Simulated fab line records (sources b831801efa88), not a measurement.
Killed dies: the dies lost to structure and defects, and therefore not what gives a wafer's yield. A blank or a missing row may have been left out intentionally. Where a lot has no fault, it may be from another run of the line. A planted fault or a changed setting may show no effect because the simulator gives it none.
Which tool did it? -- flow sky130 -- 45 wafers from 15 lots sampled at 5 of the route's 708 steps

## WHAT THE GAUGES READ, wafer by wafer
SKY_LDD_HVN_TW_MEAS_10. Usual: LDD_HVN_TW typically reads 1435, with standard deviation 12.
lot,measured,on,LDD_HVN_TW,flag
L253,day 20 02:13,film-metro-03,1433 1433 1442,
L254,day 20 22:16,film-metro-01,1445 1439 1443,
L255,day 21 13:14,film-metro-01,1452 1439 1456,
L256,day 21 18:37,film-metro-03,1438 1431 1434,
L257,day 22 00:49,film-metro-04,1426 1435 1434,
L258,day 22 08:26,film-metro-04,1430 1420 1432,
L261,day 23 16:30,film-metro-03,1432 1438 1442,
L262,day 24 03:05,film-metro-04,1412 1422 1421,
L264,day 24 11:16,film-metro-03,1433 1434 1432,
L267,day 25 20:02,film-metro-01,1460 1450 1454,
L271,day 27 00:35,film-metro-04,1424 1424 1428,
L272,day 27 09:37,film-metro-03,1438 1435 1433,
L274,day 27 12:11,film-metro-01,1435 1436 1442,
L275,day 27 21:35,film-metro-04,1430 1433 1417,
L276,day 28 14:39,film-metro-04,1440 1437 1436,

SKY_LDD_LDN_OVL_MEAS_07. Usual: LDD_LDN_OVL typically reads 1.1 nm, with standard deviation 1.7.
lot,measured,on,LDD_LDN_OVL (nm),flag
L253,day 22 15:40,overlay-02,0.3 1.3 1.3,
L254,day 23 12:17,overlay-01,-2.9 -2.3 -0.8,
L255,day 24 02:53,overlay-02,0.1 -0.2 0.5,
L256,day 24 08:29,overlay-01,0.1 -0.7 0.3,
L257,day 24 14:19,overlay-02,3.0 3.3 3.7,
L258,day 24 22:14,overlay-02,-0.5 0.6 1.4,
L261,day 26 05:55,overlay-01,1.8 2.3 1.8,
L262,day 26 14:47,overlay-02,1.2 1.0 0.3,
L264,day 26 22:29,overlay-02,2.4 2.1 3.9,
L267,day 28 06:32,overlay-02,0.5 -0.5 1.2,
L271,day 29 09:23,overlay-01,4.2 2.4 2.9,
L272,day 29 18:52,overlay-01,-2.7 0.0 -3.0,
L274,day 29 21:17,overlay-01,0.7 0.8 2.5,
L275,day 30 05:26,overlay-02,0.1 0.2 -0.1,
L276,day 30 22:50,overlay-02,-1.5 0.6 -0.6,

SKY_LDD_LDN_TW_MEAS_13. Usual: LDD_LDN_TW typically reads 1467, with standard deviation 10.
lot,measured,on,LDD_LDN_TW,flag
L253,day 22 16:25,film-metro-03,1487 1488 1480,
L254,day 23 13:37,film-metro-04,1472 1461 1460,
L255,day 24 03:37,film-metro-04,1454 1457 1457,
L256,day 24 09:13,film-metro-04,1451 1462 1453,
L257,day 24 15:03,film-metro-02,1478 1474 1474,
L258,day 24 22:58,film-metro-03,1478 1483 1479,
L261,day 26 06:40,film-metro-04,1337 1347 1339 1345 1331 1346,OFF
L262,day 26 15:32,film-metro-02,1347 1344 1351 1344 1342 1339,OFF
L264,day 26 23:13,film-metro-04,1337 1345 1335 1343 1339 1347,OFF
L267,day 28 07:17,film-metro-03,1477 1473 1474,
L271,day 29 10:07,film-metro-04,1481 1484 1480,
L272,day 29 19:36,film-metro-04,1487 1482 1479,
L274,day 29 22:01,film-metro-02,1457 1460 1459,
L275,day 30 06:11,film-metro-02,1458 1461 1453,
L276,day 30 23:34,film-metro-02,1457 1461 1465,

## WHAT TOOL EACH LOT RAN ON (gives the tool, then ch and the chambers of the sampled wafers, and finally the start)
lot,SKY_POLY_GATE_ETCH_16,SKY_LDD_LDN_IMPLANT_09
L253,"rie-diel-04 ch 1,2,3, day 16 04:19","implanter-04 ch 0, day 22 15:53"
L254,"rie-diel-04 ch 0,1, day 16 23:22","implanter-01 ch 0, day 23 12:37"
L255,"rie-diel-04 ch 0,1, day 17 12:20","implanter-01 ch 0, day 24 03:05"
L256,"rie-diel-01 ch 1,2, day 17 17:33","implanter-02 ch 0, day 24 08:40"
L257,"rie-diel-04 ch 2,3, day 18 01:10","implanter-04 ch 0, day 24 14:30"
L258,"rie-diel-02 ch 0,1,2, day 18 09:24","implanter-04 ch 0, day 24 22:25"
L261,"rie-diel-02 ch 1,2,3, day 19 16:24","implanter-01, day 26 06:08"
L262,"rie-diel-02 ch 1,3, day 20 03:28","implanter-01, day 26 15:01"
L264,"rie-diel-02 ch 1,2, day 20 11:29","implanter-04, day 26 22:42"
L267,"rie-diel-01 ch 0,1,3, day 21 20:40","implanter-04 ch 0, day 28 06:44"
L271,"rie-diel-01 ch 1,2,3, day 23 02:22","implanter-02 ch 0, day 29 09:35"
L272,"rie-diel-02 ch 0,1, day 23 11:37","implanter-02 ch 0, day 29 19:03"
L274,"rie-diel-01 ch 1,2, day 23 14:30","implanter-04 ch 0, day 29 21:29"
L275,"rie-diel-04 ch 0,1,3, day 24 01:12","implanter-04 ch 0, day 30 05:40"
L276,"rie-diel-04 ch 0,1,3, day 24 18:00","implanter-01 ch 0, day 30 23:02"
- SKY_POLY_GATE_ETCH_16: etches Si3N4 in CH3F/O2, stops on poly-Si, time 147.5 s, target depth 75 nm.
- SKY_LDD_LDN_IMPLANT_09

## AS READ BY THE TOOLS THEMSELVES (means over the sampled wafers that have a number; for cases with no such wafer, the mark the record gives instead)
SKY_POLY_GATE_ETCH_16. Usual: drypump-motor-current-A 5.7 A, standard deviation 0.47; oes-product-au 0.639 a.u., standard deviation 0.0058; throttle-valve-pct 10.535 %, standard deviation 0.0082.
lot,tool,drypump-motor-current-A (A),oes-product-au (a.u.),throttle-valve-pct (%),flag
L253,rie-diel-04,5.8,0.642,10.536,
L254,rie-diel-04,5.4,0.643,10.534,
L255,rie-diel-04,5.2,0.641,10.533,
L256,rie-diel-01,5.7,0.641,10.528,
L257,rie-diel-04,5.9,0.642,10.532,
L258,rie-diel-02,5.9,0.644,10.541,
L261,rie-diel-02,5.4,0.644,10.544,
L262,rie-diel-02,5.7,0.633,10.533,
L264,rie-diel-02,5.7,0.636,10.539,
L267,rie-diel-01,5.8,0.635,10.538,
L271,rie-diel-01,5.8,0.637,10.536,
L272,rie-diel-02,6.2,0.641,10.537,
L274,rie-diel-01,5.8,0.647,10.541,
L275,rie-diel-04,5.5,0.633,10.533,
L276,rie-diel-04,5.4,0.639,10.532,

SKY_LDD_LDN_IMPLANT_09. Usual: beam-energy-keV 14.999, standard deviation 0.0051; beam-on-s 9.99 s, standard deviation 0.2; rotation-deg 112.99 degrees, standard deviation 0.029.
lot,tool,beam-energy-keV,beam-on-s (s),rotation-deg (degrees),flag
L253,implanter-04,14.998,10.09,113.01,
L254,implanter-01,15.001,9.95,113.01,
L255,implanter-01,14.995,9.81,112.97,
L256,implanter-02,14.994,9.97,112.99,
L257,implanter-04,15.003,9.86,113.01,
L258,implanter-04,14.999,9.69,112.99,
L261,implanter-01,-,-,-,OFF
L262,implanter-01,-,-,-,OFF
L264,implanter-04,-,-,-,OFF
L267,implanter-04,15.001,10.06,112.97,
L271,implanter-02,15.001,9.99,112.98,
L272,implanter-02,15.004,10.03,113.00,
L274,implanter-04,14.995,9.97,113.00,
L275,implanter-04,14.998,9.94,112.99,
L276,implanter-01,14.996,9.93,113.00,

## THE ANSWER, worked out from the rows above alone
Rule: lot off if the mean of its wafers having a number is beyond 3 standard deviations from the usual mean. Also off: a lot with no number at a reading for which 4 or more lots have one. Where the step has rows for the other lots, those lots are counted as sound. Order of review: gauges by route order, followed by the tools' own readings, for which a lot's mean as printed above is used. At the first step where some lot is off, the reading lying furthest off is the one used; lots without a number count as furthest.
Off: L261, L262, L264, seen at SKY_LDD_LDN_TW_MEAS_13 (LDD_LDN_TW).
A tool fits if, at a process step before that reading, it ran every lot that is off, and no sound lot after the first of them. The gauges at SKY_LDD_LDN_TW_MEAS_13 aren't tried: what is off there is off at SKY_LDD_LDN_IMPLANT_09 too, on other tools, and a gauge's error can't cause that. None of those tried fits.

## WHAT HAD BEEN PUT IN BY THE SIMULATOR
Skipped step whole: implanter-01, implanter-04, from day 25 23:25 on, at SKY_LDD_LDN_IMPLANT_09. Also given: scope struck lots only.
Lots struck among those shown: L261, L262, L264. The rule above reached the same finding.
